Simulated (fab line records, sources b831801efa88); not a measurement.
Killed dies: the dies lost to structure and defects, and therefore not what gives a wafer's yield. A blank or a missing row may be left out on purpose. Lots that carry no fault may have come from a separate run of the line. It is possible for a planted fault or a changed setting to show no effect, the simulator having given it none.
fab line records	flow sky130
record lots=4	wafers=12	last_day=49
route steps=708 shown VIA3@593 METAL4@598 CAP2M@603 PAD_OPEN@708
lots untouched by any fault: they come from a run of this same line in which no faults occurred
start_h: start of the lot's first displayed wafer, in hours after the record's first day	wait_h: time in hours since the lot's previous step	" the same as in the row above	L1.1+2: a row that stands for several wafers	- no value present, or no start provided	* or withheld: withheld	< > ~ a bound
route shown NAME@n: NAME is a module with steps in the file, n the number in the route of the first one	usual: mean and standard deviation over wafers with no fault	same: alike in all rows	chamber/n: place in a boat	sites: per-site readings	_std_site: standard deviation of those values	_edge_site: outer sites' mean less inner sites'	radius_mm: for every site, how far away it sits from the centre of the wafer	mask NAME#n: copy n	behind: the tool/chamber that last shaped the wafer	hold: reason for holding the lot/hours on hold/outcome of the hold	device: which transistor (n, p or np) failed to switch	end of line: the tests these same wafers got at the end of their route	step lacking rows: just its recipe	killed: not the wafer's yield, but the dies lost to structure and defects at the first sort	map: the dies of a wafer, with x for killed, . for not killed, _ for no die there
set.NAME: the setting that was run; set.NAME@STEP: the one run at that earlier step	model.NAME: the simulator's own value behind a step, which no gauge read
lots at selected steps of the route; one table per step, one row per wafer
services: when a tool's chamber went out of use (start_h, in hours from the record's first day, below 0 if earlier), for how many hours, and the reason
## steps
# step SKY_VIA3_SPUTTER_20
# recipe material=TiN	target_thk_nm=20	chamber_pressure_pa=5	power_w=4000	time_s=80
# step SKY_VIA3_CVD_21
# recipe material=W	target_thk_nm=390	time_s=117.31	temp_c=400	pressure_torr=40
# step SKY_VIA3_CMP_24
# recipe stop_on=SiO2	t_overpolish_s=18.53	down_force_psi=3.5	platen_rpm=60	target_thk_nm=0	pad_velocity_m_s=0.94248
# step SKY_METAL4_SPUTTER_00
# recipe material=Ti	target_thk_nm=15	power_w=3000	time_s=10	chamber_pressure_pa=0.4
# step SKY_METAL4_SPUTTER_01
# recipe material=TiN	target_thk_nm=20	power_w=6500	time_s=16.7	chamber_pressure_pa=0.4
# step SKY_METAL4_SPUTTER_02
# recipe material=AlCu	target_thk_nm=735	power_w=10600	time_s=39.1	chamber_pressure_pa=0.4
# step SKY_METAL4_SPUTTER_03
# recipe material=Ti	target_thk_nm=5	power_w=3000	time_s=3.3	chamber_pressure_pa=0.4
# step SKY_METAL4_SPUTTER_04
# recipe material=TiN	target_thk_nm=70	power_w=6500	time_s=58.3	chamber_pressure_pa=0.4
# step SKY_CAP2M_CVD_00
# recipe material=SiO2	target_thk_nm=15.5	temp_c=400	time_s=withheld	rf_w=450
# step SKY_CAP2M_SPUTTER_02
# recipe material=TiN	target_thk_nm=200	temp_c=300	power_w=6500	time_s=166.7	chamber_pressure_pa=0.4
# usual susceptor_temp_C=299.99/0.17	throttle_valve_pct=29.3/0.96
lot.wafer	tool	chamber	start_h	wait_h	susceptor_temp_C	throttle_valve_pct	model.TiN_of_CAP2M_SPUTTER_02.thk_nm
L287.1	pvd_sputter-02	-	973.67	0.1	299.98	28.1	201.2
L287.2	"	-	"	"	299.98	28.9	201.2
L287.6	"	-	"	"	300.14	29.1	201.3
L294.1	pvd_sputter-02	-	1022.26	0.1	299.87	29.3	198.8
L294.2	"	-	"	"	299.77	29.4	200.1
L294.3	"	-	"	"	-	28.0	189.2
L295.1	pvd_sputter-02	-	1030.87	0.1	300.03	29.0	197.6
L295.2	"	-	"	"	-	28.3	188.9
L295.3	"	-	"	"	299.89	29.2	198.7
L298.1	pvd_sputter-01	-	1050.68	0.1	299.87	28.0	200.1
L298.3	"	-	"	"	299.74	30.6	202
L298.4	"	-	"	"	300.08	30.8	200.3
# step SKY_CAP2M_RS_MEAS_03
# recipe thk_meas_gauge=four-point-probe	reads=TiN_of_CAP2M_SPUTTER_02
# usual CAP2M_TIN_RS=6.91/0.069
lot.wafer	tool	chamber	start_h	wait_h	hold	CAP2M_TIN_RS[ohm/sq]
L287.1	film_metro-04	-	973.78	0.1	-	6.88
L287.2	"	-	"	"	-	6.88
L287.6	"	-	"	"	-	6.88
L294.1	film_metro-04	-	1022.37	0.1	await_dispo/0.2h/release	6.96
L294.2	"	-	"	"	await_dispo/0.2h/release	6.91
L294.3	"	-	"	"	await_dispo/0.2h/release	7.34
L294.1	film_metro-04	-	1022.66	0.3	-	6.96
L294.2	"	-	"	"	-	6.93
L294.3	"	-	"	"	-	7.32
L295.1	film_metro-02	-	1030.98	0.1	await_dispo/0.2h/release	7.01
L295.2	"	-	"	"	await_dispo/0.2h/release	7.34
L295.3	"	-	"	"	await_dispo/0.2h/release	6.97
L295.1	film_metro-02	-	1031.35	0.3	-	7.01
L295.2	"	-	"	"	-	7.33
L295.3	"	-	"	"	-	6.98
L298.1	film_metro-02	-	1050.80	0.1	-	6.92
L298.3	"	-	"	"	-	6.83
L298.4	"	-	"	"	-	6.90
# step SKY_CAP2M_THK_MEAS_04
# recipe thk_meas_gauge=xrf	reads=TiN_of_CAP2M_SPUTTER_02
# usual CAP2M_TIN_THK=199.9/2.7
lot.wafer	tool	chamber	start_h	wait_h	hold	CAP2M_TIN_THK[nm]
L287.1	film_metro-04	-	973.90	0.1	-	199.5
L287.2	"	-	"	"	-	199.2
L287.6	"	-	"	"	-	200.2
L294.1	film_metro-04	-	1024.15	1.5	await_dispo/0.2h/release	197.3
L294.2	"	-	"	"	await_dispo/0.2h/release	199.4
L294.3	"	-	"	"	await_dispo/0.2h/release	187.6
L294.1	film_metro-04	-	1024.38	0.2	-	198.1
L294.2	"	-	"	"	-	199.7
L294.3	"	-	"	"	-	188.1
L295.1	film_metro-02	-	1033.55	2.2	await_dispo/0.2h/release	199.9
L295.2	"	-	"	"	await_dispo/0.2h/release	191.1
L295.3	"	-	"	"	await_dispo/0.2h/release	201.4
L295.1	film_metro-02	-	1033.82	0.3	-	200.2
L295.2	"	-	"	"	-	190.1
L295.3	"	-	"	"	-	200.7
L298.1	film_metro-02	-	1050.92	0.1	-	203.4
L298.3	"	-	"	"	-	204.3
L298.4	"	-	"	"	-	202.9
# step SKY_CAP2M_HMDS_06
# recipe prime_time_s=60	prime_temp_c=120
# step SKY_CAP2M_COAT_07
# recipe resist=NOVOLAK	spin_rpm=3000	resist_thk_nm=1140
# step SKY_CAP2M_SOFTBAKE_08
# recipe temp_c=90	time_s=60	resist=NOVOLAK
# step SKY_CAP2M_EXPOSE_09
# recipe mask_id=CAP2M	na=0.6	source_shape=conventional	sigma_outer=0.6	polarization=unpolarized	target_cd_nm=1000	dose_mj=159
# step SKY_CAP2M_PEB_10
# recipe temp_c=withheld	time_s=*	resist=NOVOLAK
# step SKY_CAP2M_DEVELOP_11
# recipe resist=NOVOLAK	developer=TMAH	develop_time_s=57.3	dev_temp_c=23
# step SKY_CAP2M_METAL_ETCH_13
# recipe target_depth_nm=220	stop_on=SiO2	chemistry=Cl2/BCl3	target=TiN	pressure_mtorr=10	icp_w=900	bias_w=48.5	Cl2_flow_sccm=60	bcl3_flow_sccm=30	time_s=62.9
# usual drypump_motor_current_A=5.7/0.48	mfc_cl2_sccm=59.99/0.17	oes_product_au=0.941/0.0072	throttle_valve_pct=21.902/0.0094
lot.wafer	tool	chamber	start_h	wait_h	drypump_motor_current_A	mfc_cl2_sccm	oes_product_au	rf_hours_counter_h	throttle_valve_pct	model.CAP2M.feature_depth_nm	model.etch.depth_nm
L287.1	rie_metal-01	1	996.48	0.0	6.4	60.02	0.943	4	21.922	201.2	201.2
L287.2	"	0	"	"	5.3	59.82	0.929	8	21.923	201.2	201.2
L287.6	"	1	"	"	6.4	60.09	0.946	-	21.881	201.3	201.3
L294.1	rie_metal-02	0	1043.77	0.0	5.7	60.21	0.933	12	21.896	198.8	198.8
L294.2	"	1	"	"	5.8	60.14	0.941	10	21.909	200.1	200.1
L294.3	"	1	"	"	5.8	60.04	0.914	-	21.911	189.2	189.2
L295.1	rie_metal-01	0	1052.07	0.0	5.2	60.07	0.939	12	21.902	197.6	197.6
L295.2	"	1	"	"	6.4	60.08	0.904	8	21.912	188.9	188.9
L295.3	"	1	"	"	6.4	60.14	0.938	-	21.922	198.7	198.7
L298.1	rie_metal-04	0	1071.92	0.0	5.8	60.12	0.950	18	21.915	200.1	200.1
L298.3	"	0	"	"	5.8	60.11	0.954	-	21.902	202	202
L298.4	"	1	"	"	5.0	60.26	0.947	-	21.893	200.3	200.3
# step SKY_CAP2M_STRIP_14
# recipe chemistry=O2/N2	power_w=1400	pressure_mtorr=1500	platen_temp_c=withheld	o2_flow_sccm=3000	n2_flow_sccm=300	overash_fraction=0.5
# step SKY_CAP2M_STRIP_15
# recipe chemistry=post_etch_residue_remover	time_s=1200	temp_c=72.5
# step SKY_CAP2M_CLEAN_16
# recipe chemistry=IPA	time_s=180	temp_c=25
# step SKY_CAP2M_CLEAN_17
# recipe chemistry=O3/DIW	dry=n2_spin
# step SKY_METAL4_DEHYDRATE_05
# recipe temp_c=200	time_s=60
# step SKY_METAL4_HMDS_06
# recipe prime_time_s=60	prime_temp_c=120
# step SKY_METAL4_COAT_07
# recipe resist=BARC	temp_c=withheld	time_s=withheld	spin_rpm=3000	resist_thk_nm=60
# step SKY_METAL4_COAT_08
# recipe resist=KrF-thick	spin_rpm=3000	resist_thk_nm=1140
# step SKY_METAL4_SOFTBAKE_09
# recipe temp_c=100	time_s=90	resist=KrF-thick
# step SKY_METAL4_EXPOSE_10
# recipe mask_id=MM4	na=0.68	source_shape=annular	sigma_inner=0.4	sigma_outer=0.8	target_cd_nm=300	dose_mj=28
# step SKY_METAL4_PEB_11
# recipe peb_temp_c=withheld	peb_time_s=withheld	resist=KrF-thick
# step SKY_METAL4_DEVELOP_12
# recipe develop_time_s=60	resist=KrF-thick	dev_temp_c=21
# step SKY_METAL4_DESCUM_15
# recipe chemistry=O2	source_power_w=150	bias_power_w=0	pressure_mtorr=10	temp_c=40	time_s=8
# step SKY_METAL4_ETCH_16
# recipe chemistry=N2/H2	target=BARC	ion_energy_ev=200	bias_w=100	pressure_mtorr=30	n2_flow_sccm=100	h2_flow_sccm=200	icp_w=500	stop_on=SiO2	time_s=88.2	target_depth_a=600
# step SKY_METAL4_ETCH_17
# recipe target=SiO2	stop_on=TiN	chemistry=C4F8/O2/Ar	source_w=1500	bias_w=1200	pressure_mtorr=40	c4f8_flow_sccm=withheld	O2_flow_sccm=6	Ar_flow_sccm=300	time_s=3.9	target_depth_a=150
# step SKY_METAL4_METAL_ETCH_18
# recipe target_depth_a=8450	stop_on=SiO2	over_etch_frac=0.3	time_s=183.1	chemistry=Cl2/BCl3	resist_sidewall_deg=88	pressure_mtorr=10	icp_w=900	bias_w=48.5	Cl2_flow_sccm=60	bcl3_flow_sccm=30
# step SKY_METAL4_STRIP_20
# recipe chemistry=post_etch_residue_remover	time_s=1200	temp_c=72.5
lot.wafer	tool	chamber	start_h	wait_h	model.TiN_of_CAP2M_SPUTTER_02.thk_nm
L287.1+2	wet_bench-03	3	1019.22	0.1	200.4
L287.6	"	3	"	"	200.5
L294.1	wet_bench-04	0	1066.15	0.1	198
L294.2	"	0	"	"	199.3
L294.3	"	0	"	"	188.4
L295.1	wet_bench-02	1	1074.62	0.1	196.8
L295.2	"	1	"	"	188.1
L295.3	"	1	"	"	197.8
L298.1	wet_bench-02	1	1093.37	0.1	199.3
L298.3	"	1	"	"	201.1
L298.4	"	1	"	"	199.5
# step SKY_PAD_OPEN_PROBE_99
# usual defect_limited_yield=82.4/1.8	killed_at_M0_to_M3=44/7	killed_at_M4_up=3.2/2	killed_at_contacts=25/5.3	killed_at_front_end=15/4.3	killed_at_other=0.3/0.54	killed_dies=86/8.7	killed_open=47/6.4	killed_short=39/5.6	sort_bin_3_pad_short=0.9/0.43	sort_bin_5_function=10.4/1.4	sort_bin_6_memory=6.3/1.2	sort_n_pass=406/8.7	sort_yield_pct=82.4/1.8
# same gross_dies=492	killed_at_back_side=0	sort_bin_4_leakage[%]=0	sort_bin_8_speed[%]=0
lot.wafer	tool	chamber	start_h	wait_h	defect_limited_yield[%]	killed_at_M0_to_M3	killed_at_M4_up	killed_at_contacts	killed_at_front_end	killed_at_other	killed_dies	killed_open	killed_short	sort_bin_3_pad_short[%]	sort_bin_5_function[%]	sort_bin_6_memory[%]	sort_n_pass	sort_yield_pct[%]	model.etest.cap_mim2.plate_ohm_sq
L287.1	prober-01	-	1110.30	0.1	83.3	36	5	27	12	2	82	54	26	0.4	10.6	5.7	410	83.3	5.951
L287.2	prober-01	-	1110.35	0.1	85.4	33	0	30	9	0	72	42	30	0.6	8.7	5.3	420	85.4	5.985
L287.6	prober-01	-	1110.55	0.2	83.1	49	2	19	12	1	83	46	36	1.8	10.0	5.1	409	83.1	5.929
L294.1	prober-02	-	1149.99	0.1	81.3	46	6	30	10	0	92	50	41	0.8	11.2	6.7	400	81.3	5.988
L294.2	prober-02	-	1150.04	0.1	84.3	32	7	18	19	1	77	44	31	0.6	10.0	5.1	415	84.3	6.039
L294.3	prober-02	-	1150.09	0.2	84.1	37	0	26	13	2	78	44	34	1.2	9.1	5.5	414	84.1	6.314
L295.1	prober-01	-	1157.01	0.1	81.5	48	1	27	15	0	91	55	36	0.4	12.0	6.1	401	81.5	6.208
L295.2	prober-01	-	1157.06	0.1	82.3	44	6	24	13	0	87	49	38	1.6	9.3	6.7	405	82.3	6.391
L295.3	prober-01	-	1157.11	0.2	78.5	55	3	27	21	0	106	60	45	1.2	13.8	6.5	386	78.5	6.056
L298.1	prober-02	-	1172.45	0.1	85.0	37	3	24	10	0	74	48	26	0.4	10.0	4.7	418	85.0	6.03
L298.3	prober-02	-	1172.55	0.2	81.9	34	2	27	24	2	89	52	37	1.0	12.0	5.1	403	81.9	5.989
L298.4	prober-02	-	1172.60	0.2	81.1	44	3	21	25	0	93	46	46	1.4	9.6	7.9	399	81.1	6.01
# killed by level:class
L287.1 CONTACT:geometric_particle:open=13 LI_CONTACT:geometric_particle:open=8 VIA2:geometric_particle:open=8 VIA1:geometric_particle:open=6 FIELD_ISO:geometric_particle:short=4 METAL1:geometric_particle:short=4 FIELD_ISO:geometric_particle:open=3 METAL2:geometric_particle:short=3
L287.2 CONTACT:geometric_particle:open=11 VIA1:geometric_particle:open=8 LI_CONTACT:geometric_particle:open=7 LOCAL_INTERCONNECT:geometric_particle:short=6 VIA2:geometric_particle:open=6 VIA3:geometric_particle:open=5 METAL2:geometric_particle:short=4 VIA2:geometric_particle:short=3
L287.6 VIA2:geometric_particle:open=11 VIA1:geometric_particle:short=7 VIA3:geometric_particle:open=7 VIA1:geometric_particle:open=6 POLY_GATE:geometric_particle:open=5 CONTACT:geometric_particle:open=5 CONTACT:geometric_particle:short=5 METAL1:geometric_particle:short=5
L294.1 CONTACT:geometric_particle:open=14 VIA1:geometric_particle:open=10 LI_CONTACT:geometric_particle:open=7 METAL1:geometric_particle:short=7 POLY_GATE:geometric_particle:short=6 VIA2:geometric_particle:open=6 VIA3:geometric_particle:open=5 LOCAL_INTERCONNECT:geometric_particle:short=4
L294.2 VIA1:geometric_particle:open=10 CONTACT:geometric_particle:open=8 FIELD_ISO:geometric_particle:short=5 POLY_GATE:geometric_particle:short=5 LI_CONTACT:geometric_particle:open=5 METAL1:geometric_particle:short=5 FIELD_ISO:geometric_particle:open=3 POLY_GATE:geometric_particle:open=3
L294.3 METAL1:geometric_particle:short=10 CONTACT:geometric_particle:open=10 LI_CONTACT:geometric_particle:open=9 VIA1:geometric_particle:open=7 VIA2:geometric_particle:open=5 FIELD_ISO:geometric_particle:short=3 FIELD_ISO:geometric_particle:open=3 POLY_GATE:geometric_particle:short=3
L295.1 VIA1:geometric_particle:open=12 CONTACT:geometric_particle:open=10 VIA2:geometric_particle:open=10 LI_CONTACT:geometric_particle:open=8 CONTACT:geometric_particle:short=7 VIA3:geometric_particle:open=7 FIELD_ISO:geometric_particle:short=5 METAL1:geometric_particle:short=5
L295.2 VIA1:geometric_particle:open=12 VIA2:geometric_particle:open=9 CONTACT:geometric_particle:open=7 VIA3:geometric_particle:open=6 FIELD_ISO:geometric_particle:short=5 METAL1:geometric_particle:short=5 LI_CONTACT:geometric_particle:open=5 LOCAL_INTERCONNECT:geometric_particle:short=5
L295.3 VIA1:geometric_particle:open=12 CONTACT:geometric_particle:open=12 LI_CONTACT:geometric_particle:open=7 VIA3:geometric_particle:open=7 VIA3:geometric_particle:short=7 POLY_GATE:geometric_particle:open=6 METAL1:geometric_particle:short=6 FIELD_ISO:geometric_particle:short=5
L298.1 LI_CONTACT:geometric_particle:open=10 CONTACT:geometric_particle:open=9 VIA2:geometric_particle:open=9 VIA3:geometric_particle:open=6 POLY_GATE:geometric_particle:short=4 VIA1:geometric_particle:short=4 VIA1:geometric_particle:open=4 FIELD_ISO:geometric_particle:short=3
L298.3 CONTACT:geometric_particle:open=10 FIELD_ISO:geometric_particle:open=8 VIA3:geometric_particle:open=8 CONTACT:geometric_particle:short=7 VIA2:geometric_particle:open=7 METAL2:geometric_particle:short=6 FIELD_ISO:geometric_particle:short=5 POLY_GATE:geometric_particle:short=5
L298.4 VIA1:geometric_particle:open=9 POLY_GATE:geometric_particle:short=8 METAL2:geometric_particle:short=8 CONTACT:geometric_particle:open=8 FIELD_ISO:geometric_particle:short=7 LI_CONTACT:geometric_particle:open=6 VIA1:geometric_particle:short=6 METAL1:geometric_particle:short=5
## services
tool	chamber	start_h	hours	kind
wet_bench-03	-	950.78	1.9	pm
pvd_sputter-02	-	960.31	6.9	repair
rie_metal-04	-	971.70	0.7	repair
pvd_sputter-01	-	1005.01	14.3	repair
pvd_sputter-01	-	1006.91	0.7	repair
pvd_sputter-02	0	1016.17	-	consumable_replace:kit
pvd_sputter-02	0	1016.17	18.0	scheduled_down
pvd_sputter-02	0	1016.17	18.0	vent_cycle
rie_metal-04	-	1035.26	28.1	pm
wet_bench-04	-	1042.63	9.1	repair
pvd_sputter-01	2	1044.52	-	consumable_replace:kit
pvd_sputter-01	2	1044.52	18.0	scheduled_down
pvd_sputter-01	2	1044.52	18.0	vent_cycle
pvd_sputter-02	-	1065.46	5.2	repair
rie_metal-01	-	1070.72	2.3	repair
## key
first_sign step=SKY_CAP2M_RS_MEAS_03	reading=visit	direction=added
effect step=SKY_CAP2M_RS_MEAS_03	reading=CAP2M_TIN_RS	direction=up	sigmas=6.2	usual=6.91	struck=7.34
effect step=SKY_CAP2M_THK_MEAS_04	reading=visit	direction=added
effect step=SKY_CAP2M_METAL_ETCH_13	reading=oes_product_au	direction=down	sigmas=4.5	usual=0.941	struck=0.909
model_effect step=SKY_CAP2M_SPUTTER_02	value=TiN_of_CAP2M_SPUTTER_02.thk_nm	without=198	struck=189.1
model_effect step=SKY_CAP2M_METAL_ETCH_13	value=CAP2M.feature_depth_nm	without=198	struck=189.1
model_effect step=SKY_METAL4_STRIP_20	value=TiN_of_CAP2M_SPUTTER_02.thk_nm	without=197.2	struck=188.2
model_effect step=SKY_PAD_OPEN_PROBE_99	value=etest.cap_mim2.plate_ohm_sq	without=6.066	struck=6.352
met_at SKY_CAP2M_SPUTTER_02
struck_wafers L294.3,L295.2
onset_between 973.67 1022.26
fault kind=process_parameter_drift	tool=pvd_sputter-02	chamber=-	onset_h=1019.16	steps=SKY_CAP2M_SPUTTER_02	channel=time_s	offset=*	shape=step	end_h=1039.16	acts_in=*	stated=*	scope=struck_wafers_only
